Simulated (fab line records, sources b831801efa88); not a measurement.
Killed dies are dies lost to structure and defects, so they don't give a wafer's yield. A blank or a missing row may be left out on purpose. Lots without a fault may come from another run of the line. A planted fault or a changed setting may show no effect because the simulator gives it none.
fab line records | flow sfq_line
record lots=14 wafers=42 last_day=87
route steps=325 shown M1@59
lots that met no fault: from a run of the same line without faults
start_h: hours from the record's first day to the start of the lot's first wafer shown | wait_h: hours since the lot's step before | " the same as in the row above | L1.1+2: a row that stands for several wafers | - no value, or no start given | * or withheld: withheld | < > ~ a bound
route shown NAME@n: a module of which the file shows steps, and the number in the route of the first | usual: mean/standard deviation of fault-free wafers | same: alike in all rows | chamber/n: place in a boat | sites: the reading at each site | _std_site: their standard deviation | _edge_site: outer sites' mean less inner sites' | radius_mm: how far each site lies from the wafer's centre | mask NAME#n: copy n | behind: the tool/chamber that last shaped the wafer | hold: why the lot was held/for how many hours/how that ended | device: the transistor (n, p or np) that didn't switch | end of line: the same wafers' tests at the end of the route | a step without rows: its recipe alone | killed: dies lost to structure and defects at the first sort, not the wafer's yield | map: a wafer's dies, x killed, . not, _ none there
set.NAME: the setting as run; set.NAME@STEP: as run at that earlier step | model.NAME: the simulator's own value behind a step, which no gauge read
steps of the route over a sample of lots; a table a step, a row a wafer
services: from which hour (start_h, from the record's first day; less than 0 if before it) a tool's chamber was out of use, for how many hours, and why
## steps
# step SFQ_TRILAYER_M1_DEP_SPUTTER_037
# recipe material=Nb base_pressure_pa=1.33e-06 chamber_pressure_pa=0.1333 substrate_temp_c=20 resputter_cathode_voltage_v=400 target_thk_nm=200 power_w=2000 time_s=133.3
# usual cathode_dc_power_W=2000.0/0.36 throttle_valve_pct=30.1/0.67
# columns lot.wafer tool chamber start_h wait_h cathode_dc_power_W throttle_valve_pct
L574.4 pvd_sputter-03 - 389.11 0.0 1999.8 30.4
L574.5 " - " " 2000.2 30.9
L574.6 " - " " 1999.1 30.2
L580.1 pvd_sputter-03 - 461.74 0.0 2000.5 30.3
L580.4 " - " " 2000.2 30.4
L580.6 " - " " 2000.5 30.2
L581.1 pvd_sputter-04 - 472.54 0.0 2000.1 28.8
L581.5 " - " " 1999.5 29.0
L581.6 " - " " 1999.2 30.8
L582.2 pvd_sputter-03 - 482.26 0.0 2000.0 31.2
L582.3 " - " " 2000.3 30.1
L582.5 " - " " 2000.1 30.3
L583.1 pvd_sputter-04 - 493.18 0.0 1999.4 30.9
L583.3 " - " " 1999.7 30.3
L583.4 " - " " 2000.2 29.3
L588.3 pvd_sputter-04 - 552.07 0.0 1999.7 30.5
L588.4 " - " " 2000.1 29.1
L588.6 " - " " 2000.0 31.0
L589.1 pvd_sputter-03 - 565.27 0.0 2000.1 31.0
L589.2 " - " " 2000.1 30.9
L589.3 " - " " 2000.2 30.5
L590.2 pvd_sputter-03 - 581.10 0.0 2000.1 30.1
L590.3 " - " " 2000.0 30.7
L590.6 " - " " 1999.9 30.1
L591.1 pvd_sputter-05 - 589.50 0.0 2000.1 30.3
L591.3 " - " " 2000.0 29.6
L591.6 " - " " 2000.0 30.3
L592.1 pvd_sputter-05 - 594.30 0.0 1999.9 30.5
L592.4 " - " " 2000.2 29.6
L592.5 " - " " 1999.8 30.2
L593.3 pvd_sputter-04 - 599.10 0.0 1999.5 29.0
L593.4 " - " " 2000.2 29.1
L593.6 " - " " 1999.8 29.3
L594.1 pvd_sputter-04 - 607.50 0.0 2000.0 29.2
L594.4 " - " " 2000.3 29.3
L594.5 " - " " 1999.9 29.1
L595.2 pvd_sputter-05 - 615.90 0.0 1999.5 29.6
L595.3 " - " " 2000.5 29.3
L595.5 " - " " 1999.8 29.9
L597.1 pvd_sputter-04 - 634.12 0.0 2000.0 29.0
L597.3 " - " " 1999.5 31.1
L597.5 " - " " 1999.7 29.4
# step SFQ_M1_RS_MEAS_909
# recipe thk_meas_gauge=four-point-probe reads=Nb_of_TRILAYER_M1_DEP_SPUTTER_037
# usual M1_NB_RS=0.889/0.0093
# columns lot.wafer tool chamber start_h wait_h M1_NB_RS[ohm/sq]
L574.4 film_metro-03 - 389.26 0.1 0.897
L574.5 " - " " 0.890
L574.6 " - " " 0.895
L580.1 film_metro-01 - 461.83 0.0 0.897
L580.4 " - " " 0.890
L580.6 " - " " 0.536
L581.1 film_metro-01 - 472.63 0.0 0.886
L581.5 " - " " 0.891
L581.6 " - " " 0.905
L582.2 film_metro-04 - 482.37 0.1 0.529
L582.3 " - " " 0.877
L582.5 " - " " 0.890
L583.1 film_metro-04 - 493.27 0.0 0.902
L583.3 " - " " 0.896
L583.4 " - " " 0.911
L588.3 film_metro-03 - 552.20 0.1 0.874
L588.4 " - " " 0.873
L588.6 " - " " 0.884
L589.1 film_metro-04 - 565.36 0.0 0.880
L589.2 " - " " 0.880
L589.3 " - " " 0.877
L590.2 film_metro-04 - 581.21 0.1 0.890
L590.3 " - " " 0.892
L590.6 " - " " 0.889
L591.1 film_metro-01 - 589.59 0.0 0.897
L591.3 " - " " 0.895
L591.6 " - " " 0.888
L592.1 film_metro-03 - 594.39 0.0 0.898
L592.4 " - " " 0.899
L592.5 " - " " 0.899
L593.3 film_metro-01 - 599.23 0.1 0.873
L593.4 " - " " 0.899
L593.6 " - " " 0.879
L594.1 film_metro-04 - 607.59 0.0 0.901
L594.4 " - " " 0.900
L594.5 " - " " 0.874
L595.2 film_metro-03 - 616.01 0.1 0.883
L595.3 " - " " 0.872
L595.5 " - " " 0.883
L597.1 film_metro-03 - 634.21 0.0 0.867
L597.3 " - " " 0.890
L597.5 " - " " 0.906
# step SFQ_TRILAYER_M1_ETCH_METAL_ETCH_042
# recipe target=Nb stop_on=SiO2 mask_material=PR chemistry=Cl2/Ar target_depth_nm=240 icp_w=600 bias_w=80 pressure_mtorr=10 time_s=120
# usual drypump_motor_current_A=5.6/0.52 oes_product_au=0.894/0.0075
# same time_s=120
# columns lot.wafer tool chamber start_h wait_h drypump_motor_current_A oes_product_au rf_hours_counter_h
L574.4 rie_metal-03 1 392.23 0.1 4.8 0.891 -
L574.5 " 1 " " 4.8 0.890 -
L574.6 " 0 " " 6.1 0.888 -
L580.1 rie_metal-04 0 617.40 0.0 5.6 0.893 48
L580.4 " 0 " " 5.6 0.895 -
L580.6 " 1 " " 5.7 1.005 -
L581.1 rie_metal-01 1 624.60 0.0 6.0 0.903 75
L581.5 " 1 " " 6.0 0.889 -
L581.6 " 0 " " 5.2 0.887 -
L582.2 rie_metal-04 0 636.82 0.0 5.6 0.994 51
L582.3 " 0 " " 5.6 0.902 -
L582.5 " 0 " " 5.6 0.889 -
L583.1 rie_metal-03 1 642.49 0.0 4.8 0.885 132
L583.3 " 1 " " 4.8 0.880 -
L583.4 " 0 " " 6.1 0.873 -
L588.3 rie_metal-03 1 685.76 0.1 4.8 0.898 -
L588.4 " 0 " " 6.2 0.902 -
L588.6 " 0 " " 6.2 0.889 -
L589.1 rie_metal-03 1 698.92 0.0 4.8 0.902 141
L589.2 " 0 " " 6.1 0.906 32
L589.3 " 1 " " 4.8 0.907 -
L590.2 rie_metal-01 0 714.52 0.0 5.2 0.900 72
L590.3 " 1 " " 6.0 0.903 -
L590.6 " 0 " " 5.2 0.894 -
L591.1 rie_metal-03 0 725.32 0.0 6.2 0.892 37
L591.3 " 1 " " 4.8 0.886 -
L591.6 " 1 " " 4.8 0.887 -
L592.1 rie_metal-04 0 733.72 0.0 5.6 0.894 64
L592.4 " 1 " " 5.7 0.883 -
L592.5 " 1 " " 5.7 0.889 -
L593.3 rie_metal-03 1 740.96 0.1 4.8 0.901 -
L593.4 " 0 " " 6.2 0.896 -
L593.6 " 1 " " 4.8 0.902 -
L594.1 rie_metal-03 0 750.52 0.0 6.2 0.889 40
L594.4 " 1 " " 4.8 0.889 -
L594.5 " 1 " " 4.8 0.903 -
L595.2 rie_metal-04 0 759.08 0.0 5.6 0.893 66
L595.3 " 0 " " 5.6 0.899 -
L595.5 " 0 " " 5.6 0.899 -
L597.1 rie_metal-03 1 774.68 0.0 4.8 0.908 152
L597.3 " 0 " " 6.2 0.890 -
L597.5 " 1 " " 4.8 0.890 -
## services
# columns tool chamber start_h hours kind
rie_metal-01 0 403.58 17.5 repair
pvd_sputter-04 - 419.70 6.8 repair
pvd_sputter-03 0 435.06 - consumable_replace:kit
pvd_sputter-03 0 435.06 18.0 scheduled_down
rie_metal-01 0 435.32 2.9 repair
rie_metal-04 0 447.78 16.8 repair
rie_metal-03 0 449.70 6.4 repair
rie_metal-04 - 459.76 2.8 pm
rie_metal-01 1 469.18 1.5 repair
pvd_sputter-05 - 474.03 1.2 repair
rie_metal-03 0 491.01 - clean
rie_metal-03 0 491.01 15.1 scheduled_down
rie_metal-03 0 491.01 15.1 vent_cycle
pvd_sputter-05 - 510.72 6.8 repair
rie_metal-01 1 566.09 3.0 repair
rie_metal-04 0 590.58 6.5 repair
pvd_sputter-04 2 602.44 - consumable_replace:kit
pvd_sputter-04 2 602.44 18.0 scheduled_down
pvd_sputter-04 2 602.44 18.0 vent_cycle
pvd_sputter-05 - 636.08 0.6 repair
rie_metal-01 - 637.56 1.4 pm
rie_metal-04 - 714.82 14.6 pm
rie_metal-01 - 725.69 1.1 repair
pvd_sputter-04 - 769.11 2.2 repair
## key
first_sign step=SFQ_M1_RS_MEAS_909 reading=M1_NB_RS direction=down sigmas=38 usual=0.889 struck=0.532
effect step=SFQ_TRILAYER_M1_ETCH_METAL_ETCH_042 reading=oes_product_au direction=up sigmas=14 usual=0.894 struck=0.999
met_at SFQ_TRILAYER_M1_DEP_SPUTTER_037
struck_lots L580,L582
struck_wafers L580.6,L582.2
onset_between 389.11 461.74
fault kind=process_parameter_drift tool=pvd_sputter-03 chamber=- onset_h=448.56 steps=SFQ_TRILAYER_M1_DEP_SPUTTER_037 channel=time_s offset=* shape=step end_h=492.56 scope=struck_wafers_only acts_in=* stated=*
